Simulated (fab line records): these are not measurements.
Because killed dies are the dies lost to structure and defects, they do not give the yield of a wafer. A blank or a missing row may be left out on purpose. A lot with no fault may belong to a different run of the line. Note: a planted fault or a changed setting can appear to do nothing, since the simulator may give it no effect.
Chamber matching	flow gf180mcu	4 sister chambers for GF_V3_CMP_26 on cmp-01
The step polishes, stops on SiO2, t overpolish 15 s, target thk 0 nm. 8 wafers are shown with their chamber, then 12 later ones without.

WAFERS WITH THEIR CHAMBER
wafer	chamber	motor_current_A (A)	overpolish_run_s (s)
L078.5	0	9.3	15.009
L079.5	1	11.4	15.003
L082.2	2	13.8	15.011
L082.3	0	9.6	15.000
L082.4	1	11.1	15.002
L082.1	3	9.7	15.003
L082.5	2	12.3	15.006
L082.6	3	9.7	14.998

WAFERS WITHOUT THEIR CHAMBER
wafer	motor_current_A (A)	overpolish_run_s (s)
L084.1	9.4	15.011
L084.3	13.1	15.009
L084.6	9.8	15.000
L088.2	9.8	15.004
L088.4	13.7	15.002
L088.6	8.8	14.991
L090.1	9.9	15.003
L090.4	9.4	14.998
L090.6	12.8	14.999
L092.3	9.7	14.999
L092.4	10.3	14.992
L092.5	9.2	15.010

CHAMBER TAKEN BY EACH
wafer	from the rows above	in truth
L084.1	can't be placed: 0 or 3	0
L084.3	2	2
L084.6	can't be placed: 3 or 0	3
L088.2	can't be placed: 0 or 3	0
L088.4	2	2
L088.6	can't be placed: 3 or 0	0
L090.1	can't be placed: 3 or 0 or 1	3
L090.4	can't be placed: 3 or 0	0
L090.6	can't be placed: 2 or 1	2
L092.3	can't be placed: 3 or 0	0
L092.4	can't be placed: 3 or 1 or 0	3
L092.5	can't be placed: 0 or 3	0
2 of 12 placed correctly. These rows do not allow placing 10 (true chamber among the candidates in 10). Wrongly placed: 0.
How it was worked out, from the rows above alone: a wafer's distance from a chamber is the root of the sum, over the readings, of the square of ((its reading less the chamber's mean) divided by the reading's scatter). The wafer belongs to the nearest chamber; if the next one is less than 2 further off, it can't be placed. Each chamber's mean is taken over the wafers shown for it. The scatter: the root of (the sum of the squares of (reading less its chamber's mean) over the shown wafers, divided by (wafers less chambers)).
